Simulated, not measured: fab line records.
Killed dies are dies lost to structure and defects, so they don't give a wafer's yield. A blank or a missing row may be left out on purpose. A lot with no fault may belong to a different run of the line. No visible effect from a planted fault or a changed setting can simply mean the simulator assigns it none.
Chamber matching :: flow gf180mcu :: GF_V1_CMP_04 on cmp-01: 4 sister chambers
The step polishes SiO2. 4 wafers are shown with their chamber, then 8 later ones without.

== EACH WAFER AND ITS CHAMBER ==
wafer: L773.5
chamber: 2
motorCurrentA (A): 11.2

wafer: L773.6
chamber: 1
motorCurrentA (A): 11.9

wafer: L778.1
chamber: 0
motorCurrentA (A): 14.3

wafer: L786.3
chamber: 3
motorCurrentA (A): 11.4

== WAFERS WHOSE CHAMBER IS MISSING ==
wafer: L786.4
motorCurrentA (A): 11.3

wafer: L786.5
motorCurrentA (A): 12.9

wafer: L788.1
motorCurrentA (A): 14.3

wafer: L788.3
motorCurrentA (A): 11.3

wafer: L788.4
motorCurrentA (A): 11.2

wafer: L791.1
motorCurrentA (A): 11.0

wafer: L791.2
motorCurrentA (A): 11.7

wafer: L791.6
motorCurrentA (A): 12.4

== EACH ONE'S CHAMBER ==
wafer: L786.4
from the rows above: can't be placed: 3 or 2 or 1
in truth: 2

wafer: L786.5
from the rows above: can't be placed: 1 or 0 or 3 or 2
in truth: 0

wafer: L788.1
from the rows above: 0
in truth: 0

wafer: L788.3
from the rows above: can't be placed: 3 or 2 or 1
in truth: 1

wafer: L788.4
from the rows above: can't be placed: 2 or 3 or 1
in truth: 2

wafer: L791.1
from the rows above: can't be placed: 2 or 3 or 1
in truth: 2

wafer: L791.2
from the rows above: can't be placed: 1 or 3 or 2
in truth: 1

wafer: L791.6
from the rows above: can't be placed: 1 or 3 or 2
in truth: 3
Placed correctly: 1 of 8. These rows do not allow placing 7 (true chamber among the candidates in 7). Number placed wrongly: 0.
How it was worked out, from the rows above alone: a wafer's distance from a chamber is the root of the sum, over the readings, of the square of ((its reading less the chamber's mean) divided by the reading's scatter). If the next closest chamber is less than 2 further off than the closest, the wafer can't be placed; otherwise it belongs to the closest. Each chamber's mean is taken over the wafers shown for it. The scatter: root of mean squared gap, hidden wafer to nearest shown wafer, with one shown wafer a chamber.
